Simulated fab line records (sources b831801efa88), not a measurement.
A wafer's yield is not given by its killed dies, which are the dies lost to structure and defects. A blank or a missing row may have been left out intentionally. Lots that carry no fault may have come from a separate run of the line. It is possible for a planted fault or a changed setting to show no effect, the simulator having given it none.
Comparing a struck lot with a sound one || flow gf180mcu || 18 out of 602 route steps
Sound: wafers L345.2, L345.4, L345.5. Struck: wafer L337.4 (left out: L337.5, L337.6 of the same lot, which were not struck); the cause appears at the end.
For every step that has rows: the tool of each side, followed by ch and its chambers, followed by its first start. Under that, the readings that differ: sound wafers || struck wafers || difference of the means || sigmas: that difference in standard deviations of wafers without a fault.
alike: readings whose means differ by less than 2 such deviations, and words and numbers that are the same on both sides. not compared: withheld readings, readings that some wafer has no value for, bounds like >300 that may hide the same value, and numbers for which the record gives no deviation and whose values overlap.
The two part at a step that has a row with sigmas, a row that says differs or no value, or rows on one side only. Numbers that have no deviation but don't overlap get no sigmas and don't part them. Lack of a reading on every wafer of one side parts them only where that side has two or more wafers.

first, 3 steps without rows for these wafers: GF_V3_EXPOSE_11 (exposes mask Via3, target cd 260 nm); GF_V3_PEB_12 (peb time 90 s); GF_V3_DEVELOP_13 (develop time 60 s).
GF_V3_CD_MEAS_14: the cd target is 260 nm.
  sound: cdSem-01 at day 27 07:19; struck: cdSem-02 at day 24 12:07
  alike: cdNm
GF_V3_OVL_MEAS_15:
  sound: overlay-01 at day 27 07:25; struck: overlay-01 at day 24 12:11
  alike: V3_OVL
GF_V3_ETCH_16: etches BARC in N2/H2.
  sound on rieDiel-04 ch 1,2,3, day 27 07:27; struck on rieDiel-03 ch 1, day 24 12:13
  alike: drypumpMotorCurrentA, oesProductAu, throttleValvePct
GF_V3_ETCH_17: etches SiO2 in C4F8/O2/Ar, stops on TiN, target depth 635 nm.
  sound on rieDiel-04 ch 1,2,3; struck on rieDiel-03 ch 1
  alike: oesProductAu
GF_V3_STRIP_18: strips in O2/N2.
  sound on plasmaAsher-01 ch 0, day 27 07:35; struck on plasmaAsher-01 ch 0, day 24 12:22
  alike: drypumpMotorCurrentA, heaterPowerW, oesProductAu
  not compared: rfHoursCounterH
then, 2 steps without rows for these wafers: GF_V3_STRIP_19 (strips in post etch residue remover, time 1200 s); GF_V3_CLEAN_20 (cleans in DIW).
GF_V3_SPUTTER_21: material Ti, target thk 15 nm, time 80.02 s.
  sound: pvdSputter-02 at day 27 08:11; struck: pvdSputter-01 at day 24 12:55
  alike: substrateTempC, throttleValvePct
GF_V3_SPUTTER_22: material TiN, target thk 10 nm, time 40 s.
  sound: pvdSputter-02 at day 27 08:15; struck: pvdSputter-01 at day 24 12:58
  alike: throttleValvePct
GF_V3_CVD_23: deposits W, target thk 350 nm, time 104.9 s.
  sound on cvdW-02 ch 0, day 27 08:17; struck on cvdW-01 ch 1, day 24 13:03
{"reading": "heaterPowerW (W)", "sound": "880 899 904", "struck": 828, "difference": -66, "sigmas": -2}
{"reading": "model.W_of_V3_CVD_23.thkNm (nm)", "sound": "349.2 348.6 349.6", "struck": 455, "difference": "+106", "sigmas": ""}
GF_V3_RS_MEAS_24: a four-point-probe measurement.
  sound: filmMetro-04 at day 27 08:25; struck: filmMetro-04 at day 24 13:11
{"reading": "V3_W_RS (ohm/sq)", "sound": "0.3281 0.3290 0.3280", "struck": 0.2513, "difference": -0.0771, "sigmas": -29}
GF_V3_THK_MEAS_25: measures by xrf.
  sound: filmMetro-04 at day 27 08:32; struck: filmMetro-04 at day 24 13:16
{"reading": "V3_W_THK (nm)", "sound": "347 346 347", "struck": 459, "difference": "+112", "sigmas": "+31"}
GF_V3_CMP_26: polishes, stops on SiO2, t overpolish 15 s, target thk 0 nm.
  sound on cmp-01 ch 0,3, day 27 08:35; struck on cmp-02 ch 1, day 24 13:21
{"reading": "timeToEndpointS (s)", "sound": "89.1 87.4 88.5", "struck": 111.7, "difference": "+23.4", "sigmas": "+9"}
  alike: motorCurrentA, platenRpm
then, 2 steps without rows for these wafers: GF_M4_SPUTTER_00 (material Ti, target thk 37.5 nm, time 150 s); GF_PASSIVATION_PROBE_99.

WHERE THEY PART
Last at GF_V3_CMP_26 as far as this record goes, first at GF_V3_CVD_23.

WHY: what had been put in by the simulator
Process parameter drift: cvdW-01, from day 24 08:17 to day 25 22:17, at GF_V3_CVD_23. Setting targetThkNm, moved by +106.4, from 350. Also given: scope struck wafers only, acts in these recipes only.
